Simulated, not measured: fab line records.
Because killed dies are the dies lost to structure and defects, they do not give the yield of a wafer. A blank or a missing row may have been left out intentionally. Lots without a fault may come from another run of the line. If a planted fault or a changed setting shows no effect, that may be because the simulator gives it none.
fab line records	flow sky130
record lots=12	wafers=36	lastDay=50
route steps=708 shown LOCAL_INTERCONNECT@399 CONTACT@409 METAL1@440
lots untouched by any fault: they come from a run of this same line in which no faults occurred
startH: hours from the record's first day to the start of the lot's first wafer shown	waitH: hours from the lot's prior step to this one	" same as the row above	L1.1+2: one row covering several wafers at once	- no value, or no start was given	* or withheld: withheld	< > ~ a bound
route shown NAME@n: a module of which the file shows steps, and the number in the route of the first	usual: mean and standard deviation over wafers with no fault	same: alike in all rows	chamber/n: place in a boat	sites: per-site readings	_std_site: the standard deviation of these	_edge_site: the outer-site mean with the inner-site mean subtracted	radiusMm: how far each site lies from the wafer's centre	mask NAME#n: copy n	behind: tool/chamber where the wafer was last shaped	hold: why the lot was held/for how many hours/how that ended	device: transistor that didn't switch, given as n, p or np	end of line: the tests these same wafers got at the end of their route	where a step has no rows: the recipe by itself	killed: at the first sort, the dies lost to defects and structure; wafer yield is something else	map: a wafer's dies, x killed, . not, _ none there
set.NAME: the setting the step ran with; set.NAME@STEP: the setting that earlier step ran with	model.NAME: the simulator's own value behind a step, which no gauge read
route steps across a sampled set of lots; one table per step, one row per wafer
services: a tool's chamber out of use, with start hour (startH, from the record's first day; less than 0 if before it), hours out, and reason
## steps
# step SKY_LOCAL_INTERCONNECT_OVL_MEAS_12
# usual LOCAL_INTERCONNECT_OVL=-4/5.1
lot.wafer	tool	chamber	startH	waitH	LOCAL_INTERCONNECT_OVL[nm]
L509.2	overlay-01	-	707.15	0.1	-3
L509.3	"	-	"	"	-4
L509.6	"	-	"	"	-6
L510.3	overlay-01	-	715.02	0.1	-1
L510.5	"	-	"	"	1
L510.6	"	-	"	"	1
L512.2	overlay-01	-	736.10	0.1	2
L512.4	"	-	"	"	-4
L512.6	"	-	"	"	0
L516.2	overlay-01	-	756.05	0.1	-7
L516.3	"	-	"	"	-12
L516.6	"	-	"	"	-4
L515.2	overlay-01	-	758.87	0.1	-7
L515.3	"	-	"	"	-10
L515.4	"	-	"	"	-7
L517.2	overlay-02	-	767.71	0.1	-18
L517.3	"	-	"	"	-12
L517.5	"	-	"	"	-11
L522.1	overlay-02	-	806.02	0.1	2
L522.4	"	-	"	"	-3
L522.6	"	-	"	"	-5
L523.2	overlay-01	-	816.25	0.1	-5
L523.3	"	-	"	"	-1
L523.5	"	-	"	"	-6
L529.1	overlay-02	-	859.86	0.1	-4
L529.3	"	-	"	"	-5
L529.4	"	-	"	"	-3
L530.1	overlay-02	-	868.55	0.1	-2
L530.4	"	-	"	"	0
L530.5	"	-	"	"	1
L531.1	overlay-01	-	871.06	0.1	-13
L531.3	"	-	"	"	-13
L531.4	"	-	"	"	-5
L532.2	overlay-02	-	874.75	0.1	-15
L532.4	"	-	"	"	-17
L532.5	"	-	"	"	-6
# step SKY_CONTACT_THK_MEAS_03
# recipe reads=SiO2_of_CONTACT_HDPCVD_02
# usual CONTACT_HDPCVD_THK=567/6.2
lot.wafer	tool	chamber	startH	waitH	CONTACT_HDPCVD_THK[nm]
L509.2	filmMetro-02	-	708.10	0.0	557
L509.3	"	-	"	"	554
L509.6	"	-	"	"	561
L510.3	filmMetro-02	-	715.94	0.1	557
L510.5	"	-	"	"	558
L510.6	"	-	"	"	558
L512.2	filmMetro-04	-	737.03	0.0	570
L512.4	"	-	"	"	576
L512.6	"	-	"	"	569
L516.2	filmMetro-04	-	756.99	0.0	562
L516.3	"	-	"	"	570
L516.6	"	-	"	"	575
L515.2	filmMetro-04	-	759.82	0.0	569
L515.3	"	-	"	"	573
L515.4	"	-	"	"	575
L517.2	filmMetro-03	-	768.62	0.0	567
L517.3	"	-	"	"	571
L517.5	"	-	"	"	570
L522.1	filmMetro-03	-	806.96	0.0	559
L522.4	"	-	"	"	571
L522.6	"	-	"	"	559
L523.2	filmMetro-02	-	817.17	0.0	578
L523.3	"	-	"	"	575
L523.5	"	-	"	"	577
L529.1	filmMetro-02	-	860.76	0.0	570
L529.3	"	-	"	"	576
L529.4	"	-	"	"	571
L530.1	filmMetro-04	-	869.50	0.0	556
L530.4	"	-	"	"	554
L530.5	"	-	"	"	570
L531.1	filmMetro-03	-	871.96	0.0	574
L531.3	"	-	"	"	568
L531.4	"	-	"	"	573
L532.2	filmMetro-03	-	875.66	0.0	570
L532.4	"	-	"	"	567
L532.5	"	-	"	"	572
# step SKY_CONTACT_CVD_24
# recipe material=W	targetThkNm=340	timeS=102.12	tempC=400	pressureTorr=40
# usual heaterPowerW=804/36
lot.wafer	tool	chamber	startH	waitH	heaterPowerW
L509.2	cvdW-01	1	736.38	0.0	801
L509.3	"	0	"	"	743
L509.6	"	0	"	"	758
L510.3	cvdW-02	0	744.40	0.1	788
L510.5	"	1	"	"	826
L510.6	"	0	"	"	794
L512.2	cvdW-02	0	765.77	0.0	792
L512.4	"	0	"	"	787
L512.6	"	1	"	"	838
L516.2	cvdW-02	1	784.81	0.0	848
L516.3	"	0	"	"	802
L516.6	"	0	"	"	787
L515.2	cvdW-02	1	787.57	0.0	819
L515.3	"	0	"	"	804
L515.4	"	1	"	"	846
L517.2	cvdW-02	1	796.89	0.0	830
L517.3	"	1	"	"	837
L517.5	"	0	"	"	793
L522.1	cvdW-01	1	834.03	0.0	842
L522.4	"	1	"	"	817
L522.6	"	0	"	"	736
L523.2	cvdW-01	1	844.92	0.1	828
L523.3	"	1	"	"	851
L523.5	"	1	"	"	838
L529.1	cvdW-02	1	888.47	0.0	834
L529.3	"	1	"	"	855
L529.4	"	1	"	"	831
L530.1	cvdW-02	0	896.76	0.0	793
L530.4	"	1	"	"	822
L530.5	"	0	"	"	805
L531.1	cvdW-01	1	899.37	0.0	824
L531.3	"	1	"	"	833
L531.4	"	0	"	"	765
L532.2	cvdW-01	0	902.67	0.0	766
L532.4	"	1	"	"	820
L532.5	"	1	"	"	816
# step SKY_CONTACT_RS_MEAS_25
# recipe thkMeasGauge=four-point-probe	reads=W_of_CONTACT_CVD_24+TiN_of_CONTACT_SPUTTER_23
# usual CONTACT_W_RS=0.339/0.0039
lot.wafer	tool	chamber	startH	waitH	CONTACT_W_RS[ohm/sq]
L509.2	filmMetro-03	-	736.51	0.1	0.336
L509.3	"	-	"	"	0.337
L509.6	"	-	"	"	0.338
L510.3	filmMetro-02	-	744.52	0.1	0.344
L510.5	"	-	"	"	0.345
L510.6	"	-	"	"	0.343
L512.2	filmMetro-04	-	765.90	0.1	0.340
L512.4	"	-	"	"	0.338
L512.6	"	-	"	"	0.340
L516.2	filmMetro-03	-	784.94	0.1	0.344
L516.3	"	-	"	"	0.338
L516.6	"	-	"	"	0.341
L515.2	filmMetro-02	-	787.70	0.1	0.337
L515.3	"	-	"	"	0.337
L515.4	"	-	"	"	0.347
L517.2	filmMetro-04	-	797.02	0.1	0.345
L517.3	"	-	"	"	0.349
L517.5	"	-	"	"	0.345
L522.1	filmMetro-02	-	834.14	0.1	0.204
L522.4	"	-	"	"	0.204
L522.6	"	-	"	"	0.204
L523.2	filmMetro-02	-	845.12	0.2	0.203
L523.3	"	-	"	"	0.202
L523.5	"	-	"	"	0.202
L529.1	filmMetro-02	-	888.69	0.2	0.344
L529.3	"	-	"	"	0.348
L529.4	"	-	"	"	0.342
L530.1	filmMetro-02	-	896.87	0.1	0.340
L530.4	"	-	"	"	0.344
L530.5	"	-	"	"	0.342
L531.1	filmMetro-03	-	899.48	0.1	0.338
L531.3	"	-	"	"	0.336
L531.4	"	-	"	"	0.340
L532.2	filmMetro-03	-	902.80	0.1	0.338
L532.4	"	-	"	"	0.338
L532.5	"	-	"	"	0.337
# step SKY_CONTACT_THK_MEAS_26
# recipe thkMeasGauge=xrf	reads=W_of_CONTACT_CVD_24
# usual CONTACT_W_THK=343/4.8
lot.wafer	tool	chamber	startH	waitH	CONTACT_W_THK[nm]
L509.2	filmMetro-03	-	736.62	0.1	347
L509.3	"	-	"	"	345
L509.6	"	-	"	"	347
L510.3	filmMetro-02	-	744.62	0.1	338
L510.5	"	-	"	"	339
L510.6	"	-	"	"	339
L512.2	filmMetro-04	-	766.01	0.1	339
L512.4	"	-	"	"	339
L512.6	"	-	"	"	340
L516.2	filmMetro-03	-	785.05	0.1	341
L516.3	"	-	"	"	346
L516.6	"	-	"	"	344
L515.2	filmMetro-02	-	787.81	0.1	351
L515.3	"	-	"	"	350
L515.4	"	-	"	"	336
L517.2	filmMetro-04	-	797.13	0.1	335
L517.3	"	-	"	"	331
L517.5	"	-	"	"	334
L522.1	filmMetro-02	-	834.26	0.1	-
L522.4	"	-	"	"	-
L522.6	"	-	"	"	-
L523.2	filmMetro-02	-	845.23	0.1	-
L523.3	"	-	"	"	-
L523.5	"	-	"	"	-
L529.1	filmMetro-02	-	888.81	0.1	337
L529.3	"	-	"	"	333
L529.4	"	-	"	"	339
L530.1	filmMetro-02	-	896.99	0.1	342
L530.4	"	-	"	"	338
L530.5	"	-	"	"	340
L531.1	filmMetro-03	-	899.60	0.1	344
L531.3	"	-	"	"	343
L531.4	"	-	"	"	339
L532.2	filmMetro-03	-	902.91	0.1	342
L532.4	"	-	"	"	343
L532.5	"	-	"	"	342
# step SKY_CONTACT_CMP_27
# recipe stopOn=SiO2	tOverpolishS=15	downForcePsi=3.5	platenRpm=60	targetThkNm=0	padVelocityMS=0.94248
# usual motorCurrentA=10.7/0.73	timeToEndpointS=83/3.1
lot.wafer	tool	chamber	startH	waitH	motorCurrentA	timeToEndpointS
L509.2	cmp-01	3	736.72	0.1	11.2	79
L509.3	"	1	"	"	9.9	76
L509.6	"	3	"	"	10.9	79
L510.3	cmp-01	3	746.75	2.1	11.0	81
L510.5	"	2	"	"	11.4	80
L510.6	"	3	"	"	10.6	81
L512.2	cmp-02	0	766.11	0.1	10.3	81
L512.4	"	2	"	"	11.3	80
L512.6	"	3	"	"	9.4	79
L516.2	cmp-02	3	785.15	0.1	10.1	78
L516.3	"	1	"	"	11.4	80
L516.6	"	3	"	"	10.4	80
L515.4	cmp-01	0	787.86	0.0	9.4	79
L515.2	"	1	"	"	10.0	83
L515.3	"	3	"	"	10.6	84
L517.2	cmp-01	0	797.45	0.3	9.5	83
L517.3	"	1	"	"	10.2	76
L517.5	"	0	"	"	10.0	82
L522.1	cmp-01	1	834.32	0.1	10.8	137
L522.4	"	3	"	"	10.9	140
L522.6	"	1	"	"	10.7	136
L523.3	cmp-02	1	845.28	0.0	11.0	139
L523.2	"	3	"	"	10.4	138
L523.5	"	1	"	"	11.6	136
L529.3	cmp-02	2	888.87	0.0	10.9	83
L529.4	"	3	"	"	10.0	86
L529.1	"	0	"	"	10.0	85
L530.4	cmp-02	0	897.15	0.1	10.3	87
L530.1	"	1	"	"	11.4	87
L530.5	"	2	"	"	11.2	84
L531.1	cmp-02	3	899.66	0.1	9.6	87
L531.3	"	0	"	"	10.0	91
L531.4	"	2	"	"	11.7	85
L532.4	cmp-01	2	902.96	0.0	11.5	81
L532.2	"	0	"	"	9.8	81
L532.5	"	2	"	"	12.0	82
# step SKY_METAL1_THK_MEAS_06
# recipe thkMeasGauge=xrf	reads=AlCu_of_METAL1_SPUTTER_02
# usual METAL1_ALCU_THK=249.8/2.7
lot.wafer	tool	chamber	startH	waitH	METAL1_ALCU_THK[nm]
L509.2	filmMetro-01	-	737.24	0.1	248.3
L509.3	"	-	"	"	249.5
L509.6	"	-	"	"	247.2
L510.3	filmMetro-04	-	747.28	0.1	247.2
L510.5	"	-	"	"	247.4
L510.6	"	-	"	"	246.4
L512.2	filmMetro-01	-	766.63	0.1	248.1
L512.4	"	-	"	"	248.0
L512.6	"	-	"	"	247.7
L516.2	filmMetro-04	-	785.67	0.1	249.7
L516.3	"	-	"	"	250.2
L516.6	"	-	"	"	251.0
L515.2	filmMetro-04	-	788.43	0.1	245.7
L515.3	"	-	"	"	248.9
L515.4	"	-	"	"	250.1
L517.2	filmMetro-04	-	797.97	0.1	246.3
L517.3	"	-	"	"	245.5
L517.5	"	-	"	"	248.3
L522.1	filmMetro-04	-	834.88	0.1	251.3
L522.4	"	-	"	"	248.4
L522.6	"	-	"	"	242.4
L523.2	filmMetro-03	-	845.85	0.1	252.6
L523.3	"	-	"	"	254.7
L523.5	"	-	"	"	256.0
L529.1	filmMetro-04	-	889.44	0.1	249.7
L529.3	"	-	"	"	249.7
L529.4	"	-	"	"	248.9
L530.1	filmMetro-03	-	897.61	0.1	249.4
L530.4	"	-	"	"	248.2
L530.5	"	-	"	"	249.8
L531.1	filmMetro-04	-	900.22	0.1	256.4
L531.3	"	-	"	"	254.7
L531.4	"	-	"	"	256.3
L532.2	filmMetro-01	-	903.53	0.1	245.6
L532.4	"	-	"	"	250.0
L532.5	"	-	"	"	250.7
## services
tool	chamber	startH	hours	kind
cvdW-01	-	736.80	0.9	repair
cmp-02	-	744.23	4.0	pm
cmp-02	-	748.23	-	consumableReplace:conditioner
cmp-02	-	748.23	-	consumableReplace:pad
cmp-02	-	748.23	5.8	pm
cmp-02	-	771.17	0.5	repair
cvdW-01	0	773.90	13.0	repair
cmp-02	-	782.75	1.2	repair
cvdW-02	-	797.33	1.4	repair
cmp-01	-	801.32	4.3	repair
cvdW-02	0	811.18	2.8	repair
cvdW-02	-	821.80	0.6	repair
cvdW-02	0	826.40	4.9	repair
cmp-01	-	838.50	3.7	repair
cvdW-01	0	838.66	11.6	repair
cvdW-01	-	847.17	3.1	repair
cmp-02	-	848.53	23.0	pm
cvdW-01	-	874.68	2.0	repair
cvdW-02	0	881.27	8.7	repair
cmp-01	-	899.16	3.7	pm
## key
firstSign step=SKY_CONTACT_RS_MEAS_25	reading=CONTACT_W_RS	direction=down	sigmas=35	usual=0.339	struck=0.203
effect step=SKY_CONTACT_THK_MEAS_26	reading=CONTACT_W_THK	direction=missing
effect step=SKY_CONTACT_CMP_27	reading=timeToEndpointS	direction=up	sigmas=18	usual=*	struck=*
metAt SKY_CONTACT_CVD_24
struckLots L522,L523
testerLeftOut L522,L523
notActingAt SKY_LOCAL_INTERCONNECT_OVL_MEAS_12,SKY_CONTACT_THK_MEAS_03,SKY_METAL1_THK_MEAS_06
onsetBetween 736.38 834.03
fault kind=processParameterDrift	tool=cvdW-01	chamber=-	onsetH=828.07	steps=SKY_CONTACT_CVD_24	channel=targetThkNm	offset=220.09	shape=step	endH=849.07	actsIn=theseRecipesOnly	stated=340
# testerLeftOut: of these lots the tester's yield and bins aren't shown, on N5 and GAA mostly nor the transistor test; their killed dies are dies lost to structure and defects alone, not to doping, threshold or leakage, so they don't give the yield
